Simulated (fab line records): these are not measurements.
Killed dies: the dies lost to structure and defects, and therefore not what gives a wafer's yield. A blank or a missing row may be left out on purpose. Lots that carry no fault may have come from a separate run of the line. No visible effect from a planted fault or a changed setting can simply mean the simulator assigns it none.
Check for tools in common ; flow gf180mcu ; Lots sampled 13, wafers sampled 39

## THE REASON FOR OPENING IT
At GF_HV_LDD_TW_MEAS_38 the reading HV_LDD_3_TW is flagged on 1 of 13 lots. No-fault wafers: 1429, standard deviation 7.3.
Rule: flag the lot when none of its wafers has a number, or when each of its wafers that has one lies beyond 4 standard deviations from that mean. The rest of the lots are taken to be sound.

lot;measured;on;HV_LDD_3_TW, wafer by wafer;flag
L456;day 11 07:04;film-metro-01;1438 1430 1432;
L458;day 11 20:53;film-metro-01;1442 1434 1433;
L461;day 13 05:22;film-metro-01;1428 1426 1431;
L460;day 13 06:40;film-metro-03;1436 1439 1435;
L462;day 13 17:28;film-metro-01;1429 1426 1428;
L468;day 15 22:49;film-metro-01;30 30 30;FLAGGED
L470;day 16 04:43;film-metro-03;1428 1427 1431;
L471;day 16 19:19;film-metro-01;1424 1424 1422;
L474;day 17 10:28;film-metro-03;1445 1436 1439;
L475;day 17 16:31;film-metro-01;1432 1423 1427;
L477;day 18 02:34;film-metro-02;1422 1420 1420;
L478;day 18 09:34;film-metro-03;1433 1418 1427;
L479;day 18 18:10;film-metro-02;1416 1422 1421;
On average the flagged lots read 30, which is -1399 against the usual, or -99 or more standard deviations.

## WHICH TOOL RAN EACH LOT
Before the reading, the record contains 2 process steps out of a 602-step route. Cell contents, in order: the tool; ch with the chambers the sampled wafers went through; the start.
lot;flag;GF_POLY_GATE_ETCH_12;GF_HV_LDD_EXPOSE_28
L456;;rie-diel-04 ch 2,3, day 8 23:52;iline-stepper-01 ch 0, day 10 21:42
L458;;rie-diel-02 ch 1,2,3, day 9 12:04;iline-stepper-01 ch 0, day 11 11:10
L461;;rie-diel-04 ch 1,2, day 10 18:31;iline-stepper-01 ch 0, day 12 19:05
L460;;rie-diel-03 ch 0,1,3, day 10 20:28;iline-stepper-01 ch 0, day 12 20:12
L462;;rie-diel-04 ch 2,3, day 11 01:58;iline-stepper-01 ch 0, day 13 07:33
L468;FLAGGED;rie-diel-02 ch 0,1,3, day 13 01:25;iline-stepper-01 ch 0, day 15 11:17
L470;;rie-diel-03 ch 1,3, day 13 10:14;iline-stepper-01 ch 0, day 15 16:48
L471;;rie-diel-04 ch 0,1,2, day 14 00:23;iline-stepper-01 ch 0, day 16 07:48
L474;;rie-diel-03 ch 1,3, day 14 14:43;iline-stepper-01 ch 0, day 16 23:00
L475;;rie-diel-04 ch 1,3, day 14 19:55;iline-stepper-01 ch 0, day 17 04:45
L477;;rie-diel-02 ch 0,2,3, day 15 04:47;iline-stepper-01 ch 0, day 17 14:14
L478;;rie-diel-04 ch 0,3, day 15 11:44;iline-stepper-02 ch 0, day 17 21:27
L479;;rie-diel-04 ch 2,3, day 15 17:14;iline-stepper-01 ch 0, day 18 05:50
These steps, and what they do:
- GF_POLY_GATE_ETCH_12: etches BARC in N2/H2.
- GF_HV_LDD_EXPOSE_28: exposes mask Nplus HV AREA, target cd 400 nm.
- GF_HV_LDD_TW_MEAS_38

## FLAGGED OVER TOTAL, TOOL BY TOOL (the gauges that took the reading come last)
step;tool;lots run;flagged;share of the flagged lots;sound lots run after its first flagged lot
GF_POLY_GATE_ETCH_12;rie-diel-02;3;1;all;1 (L477)
GF_POLY_GATE_ETCH_12;rie-diel-03;3;0;none;-
GF_POLY_GATE_ETCH_12;rie-diel-04;7;0;none;-
GF_HV_LDD_EXPOSE_28;iline-stepper-01;12;1;all;6 (L470,L471,L474,L475,L477,L479)
GF_HV_LDD_EXPOSE_28;iline-stepper-02;1;0;none;-
GF_HV_LDD_TW_MEAS_38;film-metro-01;7;1;all;2 (L471,L475)
GF_HV_LDD_TW_MEAS_38;film-metro-02;2;0;none;-
GF_HV_LDD_TW_MEAS_38;film-metro-03;4;0;none;-

## WHAT THE TABLE PERMITS
Rows of the table that ran every flagged lot, 3 in all: rie-diel-02 at GF_POLY_GATE_ETCH_12, iline-stepper-01 at GF_HV_LDD_EXPOSE_28, film-metro-01 at GF_HV_LDD_TW_MEAS_38.
- rie-diel-02 at GF_POLY_GATE_ETCH_12: 1 of its 3 lots flagged. After the first flagged lot (L477), sound lots still ran on it; a lasting fault on the whole tool would not permit that.
- iline-stepper-01 at GF_HV_LDD_EXPOSE_28: 1 of its 12 lots flagged. After the first flagged lot (L470, L471, L474, L475, L477, L479), sound lots still ran on it; a lasting fault on the whole tool would not permit that.
- film-metro-01 at GF_HV_LDD_TW_MEAS_38: 1 of its 7 lots flagged. After the first flagged lot (L471, L475), sound lots still ran on it; a lasting fault on the whole tool would not permit that.
Not one row of the table ran every flagged lot while running no sound lot after the first.

## WHAT THE SIMULATOR PUT IN
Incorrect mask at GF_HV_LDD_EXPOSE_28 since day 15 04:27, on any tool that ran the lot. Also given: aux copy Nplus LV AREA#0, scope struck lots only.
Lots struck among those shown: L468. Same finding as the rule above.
